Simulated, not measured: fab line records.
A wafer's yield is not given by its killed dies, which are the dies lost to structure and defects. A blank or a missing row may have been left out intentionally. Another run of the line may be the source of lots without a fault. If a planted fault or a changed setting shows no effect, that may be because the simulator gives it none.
What tool caused it?    flow gf180mcu    Sampling: 12 lots, 36 wafers, 2 of 602 route steps

## WHAT THE GAUGES READ, wafer by wafer
GF_MIM_RS_MEAS_10: uses a four-point probe to measure. Usual: MIM_ALCU_RS gives 0.1606 ohm/sq (standard deviation 0.0021).
lot   measured      on            MIM_ALCU_RS (ohm/sq)  flag
L303  day 24 13:34  filmMetro-01  0.1612 0.1577 0.1625  
L304  day 24 20:35  filmMetro-01  0.1622 0.1615 0.1632  
L305  day 25 08:38  filmMetro-01  0.1603 0.1583 0.1636  
L307  day 25 22:47  filmMetro-03  0.1604 0.1584 0.1599  
L308  day 26 06:30  filmMetro-01  0.1598 0.1592 0.1614  
L309  day 26 15:37  filmMetro-01  0.1565 0.1612 0.1568  
L310  day 27 02:20  filmMetro-03  0.1606 0.1626 0.1608  
L311  day 27 07:51  filmMetro-04  0.1610 0.1583 0.1591  
L317  day 29 02:33  filmMetro-04  0.1557 0.1596 0.1580  
L319  day 29 15:01  filmMetro-03  0.1650 0.1649 0.1652  
L320  day 30 03:50  filmMetro-01  0.1609 0.1587 0.1605  
L324  day 31 02:34  filmMetro-01  0.1600 0.1613 0.1610  

## TOOL THAT RAN EACH LOT (tool first, then ch and the chambers of the sampled wafers, then the start)
lot   GF_M4_SPUTTER_02
L303  pvdSputter-03, day 22 13:44
L304  pvdSputter-03, day 22 21:16
L305  pvdSputter-03, day 23 09:57
L307  pvdSputter-03, day 23 23:44
L308  pvdSputter-03, day 24 08:35
L309  pvdSputter-03, day 24 18:24
L310  pvdSputter-01, day 25 06:11
L311  pvdSputter-04, day 25 11:36
L317  pvdSputter-03, day 27 06:56
L319  pvdSputter-03, day 27 20:05
L320  pvdSputter-04, day 28 09:19
L324  pvdSputter-04, day 29 10:04
- GF_M4_SPUTTER_02: material AlCu, target thk 450 nm, time 23.9 s.

## WHAT THE TOOLS THEMSELVES READ (means of the sampled wafers that have a number; where no wafer has one, the mark that the record gives instead)
GF_M4_SPUTTER_02. Usual: cathodeDcPowerW 10600 W, standard deviation 1.9; chamberPressurePa 0.4001 Pa, standard deviation 0.00078; throttleValvePct 29.8 %, standard deviation 0.93.
lot   tool           cathodeDcPowerW (W)  chamberPressurePa (Pa)  throttleValvePct (%)  flag
L303  pvdSputter-03  10599                0.4000                  30.9                  
L304  pvdSputter-03  10600                0.3994                  30.1                  
L305  pvdSputter-03  10599                0.3991                  29.9                  
L307  pvdSputter-03  10599                0.4010                  29.7                  
L308  pvdSputter-03  10601                0.4003                  30.0                  
L309  pvdSputter-03  10601                0.3993                  31.0                  
L310  pvdSputter-01  10599                0.4004                  29.0                  
L311  pvdSputter-04  10603                0.4007                  30.4                  
L317  pvdSputter-03  10601                0.4001                  30.0                  
L319  pvdSputter-03  10601                0.4002                  30.6                  
L320  pvdSputter-04  10599                0.3998                  28.8                  
L324  pvdSputter-04  10601                0.4007                  29.7                  

## THE ANSWER, worked out from the rows above alone
Rule: a lot counts as off when the mean over its wafers that have a number is more than 3 standard deviations away from the usual mean. A lot without any number at a reading at which 4 lots or more have one is off too. The other lots that the step has rows for count as sound. First the gauges in route order, then the tools' own readings, where a lot's mean is used as printed above. At the first step where some lot is off, the reading lying furthest off is the one used; lots without a number count as furthest.
Across all readings shown, no lot is off: no conclusion can be drawn from this.

## WHAT THE SIMULATOR PUT IN
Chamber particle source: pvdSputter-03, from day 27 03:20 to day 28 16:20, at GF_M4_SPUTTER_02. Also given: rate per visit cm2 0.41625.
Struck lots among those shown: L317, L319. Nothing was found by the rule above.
